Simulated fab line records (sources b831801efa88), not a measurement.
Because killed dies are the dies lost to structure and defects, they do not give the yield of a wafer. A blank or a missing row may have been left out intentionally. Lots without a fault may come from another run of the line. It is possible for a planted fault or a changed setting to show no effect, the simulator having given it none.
Chamber matching    flow sky130    SKY_VIA3_CMP_02 on cmp-02: 4 sister chambers
The step polishes SiO2. 4 wafers are shown with their chamber, then 7 later ones without.

EACH WAFER AND ITS CHAMBER
wafer   chamber  motor_current_A (A)
L902.2  3        12.5
L915.1  2        11.7
L919.2  0        12.2
L919.3  1        12.2

WAFERS WITHOUT THEIR CHAMBER
wafer   motor_current_A (A)
L919.4  11.5
L920.4  11.8
L920.5  12.8
L920.6  11.8
L922.2  13.0
L922.3  11.9
L922.6  12.1

THE CHAMBER EACH PASSED THROUGH
wafer   from the rows above                in truth
L919.4  can't be placed: 2 or 0 or 1       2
L920.4  can't be placed: 2 or 0 or 1       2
L920.5  can't be placed: 3 or 0 or 1       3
L920.6  can't be placed: 2 or 0 or 1       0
L922.2  can't be placed: 3 or 0 or 1       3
L922.3  can't be placed: 2 or 0 or 1 or 3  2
L922.6  can't be placed: 0 or 1 or 2 or 3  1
Correct placement for 0 of the 7. Not placeable from these rows: 7 (in 7, the candidates include the true chamber). Number placed wrongly: 0.
How it was worked out, from the rows above alone: a wafer's distance from a chamber is the root of the sum, over the readings, of the square of ((its reading less the chamber's mean) divided by the reading's scatter). The wafer belongs to the nearest chamber; if the next one is less than 2 further off, it can't be placed. For every chamber, the mean is computed from those of its wafers that are shown. The scatter: root of mean squared gap, hidden wafer to nearest shown wafer, with one shown wafer a chamber.
